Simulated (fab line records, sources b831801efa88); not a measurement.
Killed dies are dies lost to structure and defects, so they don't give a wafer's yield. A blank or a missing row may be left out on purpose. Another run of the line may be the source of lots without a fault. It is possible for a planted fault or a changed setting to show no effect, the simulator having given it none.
Code-filled problem report in 8D (eight disciplines) form | flow sky130 | the parts of the form that need people (team, actions taken, sign-off) are left out

== 1. THE ISSUE ==
At SKY_PAD_OPEN_PROBE_99, killedAtFrontEnd averages 56 over 4 wafers from 2 lots, while fault-free wafers read 15, standard deviation 4. Relative to the usual mean, that is a shift of +10 standard deviations.
The first sign was on wafer L845.2 at day 50 11:26, on prober-02. The record holds 6 wafers of 2 lots with a number at this step. The rule behind "out" and "out of limits": a value lying over 4 standard deviations away from the usual mean. All remaining wafers that have a number are taken as sound.

== 2. WHAT IT IS, WHAT IT ISN'T ==
question                    | is                             | is not
which readings at this step | killedAtFrontEnd               | killed_at_M0_to_M3, killed_at_M4_up, killedAtContacts, killedAtOther, killedOpen, killedShort
which lots                  | L845, L847                     | -
which wafers of those lots  | L845.2, L847.1, L847.4, L847.6 | L845.1, L845.6
read on which tools         | prober-02                      | -
when                        | from day 50 11:26              | up to then (1 sound wafer); but 1 sound wafer of L845 came after

== 3. WHAT RULES OUT EACH SUSPECT ==
Counting: any tool at a process step up to the reading remains a suspect provided it ran every lot that is out. Sound lots after the first of them don't rule it out here, since some wafers of a struck lot are sound.
- plasmaAsher-03 at SKY_VT_ADJUST_NCORE_STRIP_10 (strips in O2/N2): kept. It ran every lot that is out, first L845 (day 14 15:47).
- pecvd-03 at SKY_PASSIVATION_CVD_00 (deposits SiO2, target thk 90 nm): kept. It ran every lot that is out, first L845 (day 49 00:07).
- prober-02 at SKY_PAD_OPEN_PROBE_99: kept. It ran every lot that is out, first L845 (day 50 11:23). Its own readings are out on those wafers: killedAtFrontEnd.
- Within plasmaAsher-03 at SKY_VT_ADJUST_NCORE_STRIP_10: the wafers that are out ran in chamber 0; their sound lot-mates ran in chamber 1.
The count leaves plasmaAsher-03 at SKY_VT_ADJUST_NCORE_STRIP_10, pecvd-03 at SKY_PASSIVATION_CVD_00, and prober-02 at SKY_PAD_OPEN_PROBE_99.

== 4. THE CAUSE (what the simulator had put in) ==
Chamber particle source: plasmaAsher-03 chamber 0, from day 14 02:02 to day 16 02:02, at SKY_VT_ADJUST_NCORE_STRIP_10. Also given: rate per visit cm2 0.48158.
After counting, 3 suspects remain, this tool included.

== 5. SEQUENCE OF EFFECTS, ordered by route ==
One row per reading whose mean, taken over the struck wafers that have a number, lies over 3 standard deviations from the usual. Only readings whose record carries a usual standard deviation are examined. hours: median over the lots of the time between each lot's start at the first step of this table that gives one and its start at this step. sigmas: the change, counted in usual standard deviations.
hours | step                  | reading          | usual | on struck wafers | change | sigmas
0     | SKY_PAD_OPEN_PROBE_99 | killedAtFrontEnd | 15    | 56               | +42    | +10
0     | SKY_PAD_OPEN_PROBE_99 | killedDies       | 87    | 117              | +30    | +3.2
Process steps it contains:
- SKY_PAD_OPEN_PROBE_99

== 6. WHAT WOULD HAVE CAUGHT IT SOONER ==
873 hours passed between the start of the fault at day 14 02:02 and the first reading out of limits in this record, taken at day 50 11:26.
Tool readings at SKY_VT_ADJUST_NCORE_STRIP_10 with a usual standard deviation given in the record: none out on any struck wafer, hence no alarm at a limit of 4 standard deviations on them.
Lots out: 2; all had begun SKY_VT_ADJUST_NCORE_STRIP_10 on plasmaAsher-03 by day 50 11:26. Tool hold at that time: it would have spared none of them.
